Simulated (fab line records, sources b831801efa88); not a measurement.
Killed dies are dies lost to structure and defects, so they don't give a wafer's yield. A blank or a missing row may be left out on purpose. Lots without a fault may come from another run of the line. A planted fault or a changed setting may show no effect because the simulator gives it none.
Which tool did it? | flow sky130 | 11 lots, 33 wafers sampled, at 4 steps of a route of 708

WHAT THE GAUGES READ, wafer by wafer
SKY_CONTACT_THK_MEAS_01.
lot  | measured     | on            | CONTACT_CVD_00_THK (nm)
L579 | day 30 14:16 | film_metro-04 | 75.4 76.5 75.7
L582 | day 32 20:06 | film_metro-04 | 73.7 76.5 76.1
L584 | day 32 23:26 | film_metro-02 | 74.0 73.4 74.7
L585 | day 32 23:35 | film_metro-02 | 74.9 76.3 76.7
L583 | day 33 00:44 | film_metro-02 | 73.6 74.6 75.0
L586 | day 33 04:08 | film_metro-04 | 73.8 74.3 75.5
L588 | day 34 05:07 | film_metro-04 | 73.9 74.3 74.5
L591 | day 34 15:32 | film_metro-02 | 149.3 149.5 152.0
L594 | day 35 17:01 | film_metro-02 | 149.7 151.9 152.7
L598 | day 36 16:25 | film_metro-02 | 75.2 76.0 76.1
L599 | day 36 20:25 | film_metro-01 | 74.3 75.1 76.1

WHICH TOOL RAN EACH LOT (tool, then ch and the chambers of the sampled wafers, then the start)
lot  | SKY_SD_N_RTA_14                  | SKY_LI_CONTACT_SPUTTER_19    | SKY_CONTACT_CVD_00
L579 | rtp_anneal-01 ch 0, day 28 01:31 | pvd_sputter-03, day 29 08:13 | pecvd-01 ch 0,1, day 30 14:13
L582 | rtp_anneal-02 ch 0, day 30 10:03 | pvd_sputter-03, day 31 14:58 | pecvd-01 ch 0,1,2, day 32 20:03
L584 | rtp_anneal-01 ch 0, day 30 13:14 | pvd_sputter-01, day 31 18:27 | pecvd-02 ch 0,2, day 32 23:24
L585 | rtp_anneal-02 ch 0, day 30 14:01 | pvd_sputter-01, day 31 18:56 | pecvd-01 ch 0,1,2, day 32 23:33
L583 | rtp_anneal-01 ch 0, day 30 14:45 | pvd_sputter-01, day 31 19:40 | pecvd-02 ch 1,2, day 33 00:42
L586 | rtp_anneal-02 ch 0, day 30 18:03 | pvd_sputter-03, day 31 23:00 | pecvd-03 ch 0,1,2, day 33 04:06
L588 | rtp_anneal-01 ch 0, day 31 19:26 | pvd_sputter-03, day 33 00:04 | pecvd-02 ch 0,2, day 34 05:05
L591 | rtp_anneal-01 ch 0, day 32 06:45 | pvd_sputter-04, day 33 11:03 | pecvd-03 ch 0,1,2, day 34 15:00
L594 | rtp_anneal-02 ch 0, day 33 07:52 | pvd_sputter-04, day 34 12:10 | pecvd-03 ch 0,2, day 35 16:00
L598 | rtp_anneal-02 ch 0, day 34 08:16 | pvd_sputter-04, day 35 12:04 | pecvd-03 ch 0,2, day 36 16:22
L599 | rtp_anneal-01 ch 0, day 34 12:19 | pvd_sputter-03, day 35 16:44 | pecvd-03 ch 0,2, day 36 20:23
- SKY_SD_N_RTA_14: time 2 s.
- SKY_LI_CONTACT_SPUTTER_19: material Ti, target thk 20 nm, time 106.37 s.
- SKY_CONTACT_CVD_00: deposits Si3N4, target thk 75 nm.

THE ANSWER, worked out from the rows above alone
Rule: what is usual is taken from the lots themselves. Put in order of their means at a reading, lots are off if they are a third of the lots or fewer, leave a main group of 4 or more, and stand apart from it by a gap of 3 or more times the standard deviation of the main group's means; of several such gaps the widest counts. A main group whose means are all the same, to the digits that the tables above print for the reading, isn't used. A lot without any number at a reading at which 4 lots or more have one is off too. The other lots that the step has rows for count as sound.
Off: L591, L594, at SKY_CONTACT_THK_MEAS_01 (CONTACT_CVD_00_THK). The main group: mean 75.0 nm, standard deviation 0.71.
A tool fits if, at a process step before that reading, it ran every lot that is off, and no sound lot after the first of them. The gauges at SKY_CONTACT_THK_MEAS_01 are tried like those tools. None of those tried fits.

WHAT THE SIMULATOR HAD PUT IN
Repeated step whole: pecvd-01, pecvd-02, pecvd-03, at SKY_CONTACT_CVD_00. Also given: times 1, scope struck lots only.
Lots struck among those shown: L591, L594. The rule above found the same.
